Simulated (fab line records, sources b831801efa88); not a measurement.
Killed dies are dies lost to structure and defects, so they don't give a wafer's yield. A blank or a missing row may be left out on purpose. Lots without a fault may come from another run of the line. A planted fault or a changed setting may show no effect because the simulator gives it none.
fab line records | flow sky130 | part 2 of 2: steps 21 to 32 of 32
record lots=5 wafers=15 last_day=49
route steps=708 shown FIELD_ISO@13 NWELL@32 DNWELL@35
lots that met no fault: from a run of the same line without faults
start_h: hours from the record's first day to the start of the lot's first wafer shown | wait_h: hours since the lot's step before | " the same as in the row above | L1.1+2: a row that stands for several wafers | - no value, or no start given | * or withheld: withheld | < > ~ a bound
route shown NAME@n: a module of which the file shows steps, and the number in the route of the first | usual: mean/standard deviation of fault-free wafers | same: alike in all rows | chamber/n: place in a boat | sites: the reading at each site | _std_site: their standard deviation | _edge_site: outer sites' mean less inner sites' | radius_mm: how far each site lies from the wafer's centre | mask NAME#n: copy n | behind: the tool/chamber that last shaped the wafer | hold: why the lot was held/for how many hours/how that ended | device: the transistor (n, p or np) that didn't switch | end of line: the same wafers' tests at the end of the route | a step without rows: its recipe alone | killed: dies lost to structure and defects at the first sort, not the wafer's yield | map: a wafer's dies, x killed, . not, _ none there
set.NAME: the setting as run; set.NAME@STEP: as run at that earlier step | model.NAME: the simulator's own value behind a step, which no gauge read
lots at some steps of the route; a table a step, a row a wafer
services: from which hour (start_h, from the record's first day; less than 0 if before it) a tool's chamber was out of use, for how many hours, and why
## steps
# step SKY_NWELL_OXIDATION_01
# recipe temp_c=900 ambient=O2 stabilise_s=600 purge_s=300 target_thk_a=100 ox_time_s=1418
# usual ox_temp_c_max=905.5/1.8 spike_tc_bottom_C=922/3.8 zone_power_bottom_pct=25.3/0.62
# columns lot.wafer tool chamber start_h wait_h ox_temp_c_max spike_tc_bottom_C zone_power_bottom_pct
L078.1 furnace-01 0 57.70 2.0 902.5 915 26.4
L078.3 " 0 " " 902.5 915 26.9
L078.4 " 0 " " 902.1 914 26.6
L081.2 furnace-02 0 71.88 0.3 906.6 923 25.2
L081.3 " 0 " " 906.7 924 24.9
L081.6 " 0 " " 905.4 925 25.2
L084.1 furnace-01 0 88.54 0.0 903.8 916 26.0
L084.2 " 0 " " 902.1 915 26.2
L084.6 " 0 " " 901.5 914 26.1
L085.1 furnace-02 0 97.46 0.4 905.8 924 25.4
L085.3 " 0 " " 906.5 923 24.7
L085.6 " 0 " " 905.4 924 25.5
L096.1 furnace-02 0 146.50 0.0 904.6 923 25.2
L096.4 " 0 " " 907.1 924 25.1
L096.5 " 0 " " 908.7 924 25.2
# step SKY_NWELL_THK_MEAS_02
# recipe reads=SiO2_of_NWELL_OXIDATION_01
# usual NWELL_OXIDATION_THK=9.92/0.2
# columns lot.wafer tool chamber start_h wait_h NWELL_OXIDATION_THK[nm]
L078.1 film_metro-03 - 59.10 0.0 9.66
L078.3 " - " " 9.87
L078.4 " - " " 9.81
L081.2 film_metro-02 - 73.29 0.0 10.13
L081.3 " - " " 10.14
L081.6 " - " " 10.04
L084.1 film_metro-03 - 89.94 0.0 10.09
L084.2 " - " " 10.23
L084.6 " - " " 9.94
L085.1 film_metro-02 - 98.86 0.0 9.54
L085.3 " - " " 9.55
L085.6 " - " " 9.46
L096.1 film_metro-04 - 147.89 0.0 9.96
L096.4 " - " " 9.84
L096.5 " - " " 9.82
# step SKY_DNWELL_DEHYDRATE_00
# recipe temp_c=200 time_s=60
# usual plate_temp_C=200.02/0.16
# columns lot.wafer tool chamber start_h wait_h plate_temp_C
L078.1 litho_track-04 0 66.42 7.3 199.96
L078.3 " 0 " " 199.75
L078.4 " 0 " " 199.85
L081.2 litho_track-03 0 81.36 8.1 199.85
L081.3 " 0 " " 200.05
L081.6 " 0 " " 200.12
L084.1 litho_track-04 0 98.62 8.7 199.96
L084.2 " 0 " " 200.00
L084.6 " 0 " " 199.75
L085.1 litho_track-02 0 106.51 7.6 200.29
L085.3 " 0 " " 200.03
L085.6 " 0 " " 200.37
L096.1 litho_track-02 0 157.41 9.5 200.05
L096.4 " 0 " " 199.81
L096.5 " 0 " " 199.99
# step SKY_DNWELL_HMDS_01
# recipe prime_time_s=60 prime_temp_c=120
# columns lot.wafer tool chamber start_h wait_h
L078.1+3+4 litho_track-04 0 66.57 0.1
L081.2+3+6 litho_track-03 0 81.51 0.1
L084.1+2+6 litho_track-04 0 98.77 0.1
L085.1+3+6 litho_track-02 0 106.66 0.1
L096.1+4+5 litho_track-02 0 157.56 0.1
# step SKY_DNWELL_COAT_02
# recipe spin_rpm=2000 resist_thk_nm=3000
# usual spin_speed_rpm=1999.9/1.3
# columns lot.wafer tool chamber start_h wait_h spin_speed_rpm
L078.1 litho_track-04 0 66.72 0.1 2000.7
L078.3 " 0 " " 2000.3
L078.4 " 0 " " 2002.9
L081.2 litho_track-03 0 81.66 0.1 2000.3
L081.3 " 0 " " 1999.1
L081.6 " 0 " " 2000.4
L084.1 litho_track-04 0 98.92 0.1 2002.3
L084.2 " 0 " " 1997.0
L084.6 " 0 " " 1998.7
L085.1 litho_track-02 0 106.81 0.1 1997.8
L085.3 " 0 " " 1998.9
L085.6 " 0 " " 1999.4
L096.1 litho_track-02 0 157.71 0.1 1999.8
L096.4 " 0 " " 2000.6
L096.5 " 0 " " 1998.8
# step SKY_DNWELL_SOFTBAKE_03
# recipe temp_c=110 time_s=withheld
# usual plate_temp_C=110.00/0.13
# columns lot.wafer tool chamber start_h wait_h plate_temp_C
L078.1 litho_track-04 0 66.87 0.1 110.03
L078.3 " 0 " " 110.22
L078.4 " 0 " " 109.88
L081.2 litho_track-03 0 81.82 0.1 110.20
L081.3 " 0 " " 110.02
L081.6 " 0 " " 110.22
L084.1 litho_track-04 0 99.07 0.1 110.04
L084.2 " 0 " " 109.83
L084.6 " 0 " " 110.14
L085.1 litho_track-02 0 106.96 0.1 109.88
L085.3 " 0 " " 109.96
L085.6 " 0 " " 110.08
L096.1 litho_track-02 0 157.86 0.1 109.83
L096.4 " 0 " " 109.94
L096.5 " 0 " " 110.13
# step SKY_DNWELL_EXPOSE_04
# recipe mask_id=DNM na=0.57 target_cd_nm=3000 dose_mj=222
# columns lot.wafer tool chamber start_h wait_h mask
L078.1+3+4 iline_stepper-02 0 - - DNM#0
L081.2+3+6 iline_stepper-02 0 - - DNM#0
L084.1+2+6 iline_stepper-02 0 - - DNM#0
L085.1+3+6 iline_stepper-01 0 - - DNM#0
L096.1+4+5 iline_stepper-01 0 - - DNM#0
# step SKY_DNWELL_PEB_05
# recipe temp_c=115 time_s=withheld
# usual plate_temp_C=114.99/0.14
# columns lot.wafer tool chamber start_h wait_h plate_temp_C
L078.1 litho_track-02 0 - - 114.97
L078.3 " 0 " " 114.94
L078.4 " 0 " " 114.81
L081.2 litho_track-02 0 - - 115.08
L081.3 " 0 " " 115.15
L081.6 " 0 " " 115.07
L084.1 litho_track-03 0 - - 115.14
L084.2 " 0 " " 114.97
L084.6 " 0 " " 115.10
L085.1 litho_track-04 0 - - 115.00
L085.3 " 0 " " 115.20
L085.6 " 0 " " 115.00
L096.1 litho_track-03 0 - - 115.10
L096.4 " 0 " " 115.00
L096.5 " 0 " " 115.02
# step SKY_DNWELL_DEVELOP_06
# recipe wall_angle_deg=90 developer=TMAH develop_time_s=60 dev_temp_c=23
# columns lot.wafer tool chamber start_h wait_h
L078.1+3+4 litho_track-02 0 - -
L081.2+3+6 litho_track-02 0 - -
L084.1+2+6 litho_track-03 0 - -
L085.1+3+6 litho_track-04 0 - -
L096.1+4+5 litho_track-03 0 - -
# step SKY_DNWELL_IMPLANT_07
# recipe species=P energy_kev=withheld dose_cm2=withheld tilt_deg=withheld
# columns lot.wafer tool chamber start_h wait_h
L078.1+3+4 implanter-03 0 74.51 -
L081.2+3+6 implanter-04 0 89.79 -
L084.1+2+6 implanter-01 0 107.79 -
L085.1+3+6 implanter-04 0 116.07 -
L096.1+4+5 implanter-03 0 167.79 -
# step SKY_DNWELL_STRIP_08
# recipe chemistry=O2/N2 power_w=1400 pressure_mtorr=1500 platen_temp_c=withheld o2_flow_sccm=3000 n2_flow_sccm=300 overash_fraction=0.5
# usual drypump_motor_current_A=5.7/0.34 o2_flow_sccm=2999/8.1 oes_product_au=0.723/0.0042 strip_time_to_endpoint_s=36.92/0.11
# columns lot.wafer tool chamber start_h wait_h drypump_motor_current_A o2_flow_sccm oes_product_au rf_hours_counter_h strip_time_to_endpoint_s
L078.1 plasma_asher-01 1 74.66 0.1 6.1 2994 0.718 40 37.11
L078.3 " 1 " " 6.1 2993 0.730 - 37.06
L078.4 " 0 " " 5.6 3000 0.727 - 36.89
L081.2 plasma_asher-01 1 89.91 0.1 6.0 3001 0.720 42 36.77
L081.3 " 0 " " 5.6 2994 0.724 - 36.72
L081.6 " 1 " " 6.0 3007 0.722 - 36.76
L084.1 plasma_asher-01 1 107.94 0.1 6.0 2989 0.713 43 36.97
L084.2 " 0 " " 5.5 2989 0.723 43 36.97
L084.6 " 1 " " 6.1 2993 0.719 - 37.04
L085.1 plasma_asher-01 0 116.22 0.1 5.5 3006 0.718 44 36.80
L085.3 " 1 " " 6.0 3012 0.728 - 36.72
L085.6 " 1 " " 6.0 3003 0.721 - 36.84
L096.1 plasma_asher-02 0 167.94 0.1 6.2 3013 0.724 44 36.66
L096.4 " 1 " " 5.4 2992 0.732 - 36.82
L096.5 " 0 " " 6.2 3020 0.725 - 36.75
# step SKY_DNWELL_TW_MEAS_09
# usual DNWELL_TW=1120/7.1
# columns lot.wafer tool chamber start_h wait_h DNWELL_TW
L078.1 film_metro-04 - 74.76 0.1 1127
L078.3 " - " " 1129
L078.4 " - " " 1121
L081.2 film_metro-02 - 90.02 0.1 1115
L081.3 " - " " 1117
L081.6 " - " " 1119
L084.1 film_metro-04 - 108.04 0.1 1127
L084.2 " - " " 1120
L084.6 " - " " 1130
L085.1 film_metro-03 - 116.32 0.1 1114
L085.3 " - " " 1123
L085.6 " - " " 1119
L096.1 film_metro-03 - 168.04 0.1 1118
L096.4 " - " " 1118
L096.5 " - " " 1119
## services
# columns tool chamber start_h hours kind
plasma_asher-03 - 27.42 4.0 pm
implanter-03 - 29.39 4.8 repair
cmp-01 - 43.29 2.0 repair
rie_si-01 2 45.95 6.4 repair
wet_bench-01 - 49.98 4.3 repair
iline_stepper-01 - 51.44 1.0 repair
implanter-04 - 53.60 12.9 pm
iline_stepper-01 - 58.94 1.7 pm
rie_diel-04 3 65.17 51.6 repair
plasma_asher-03 - 66.34 0.5 repair
plasma_asher-03 - 84.79 0.5 repair
plasma_asher-03 - 108.75 9.0 pm
rie_diel-03 - 111.67 0.5 repair
implanter-03 - 116.11 1.8 repair
rie_diel-03 1 117.29 8.2 repair
iline_stepper-02 - 118.72 1.7 pm
cmp-01 - 120.36 1.7 repair
rie_diel-04 1 120.47 9.4 repair
furnace-01 - 123.23 1.5 repair
cmp-01 - 127.08 2.0 repair
cmp-01 - 128.94 1.9 repair
rie_diel-04 - 143.67 2.8 pm
furnace-01 - 162.06 3.0 pm
furnace-02 - 167.38 3.8 pm
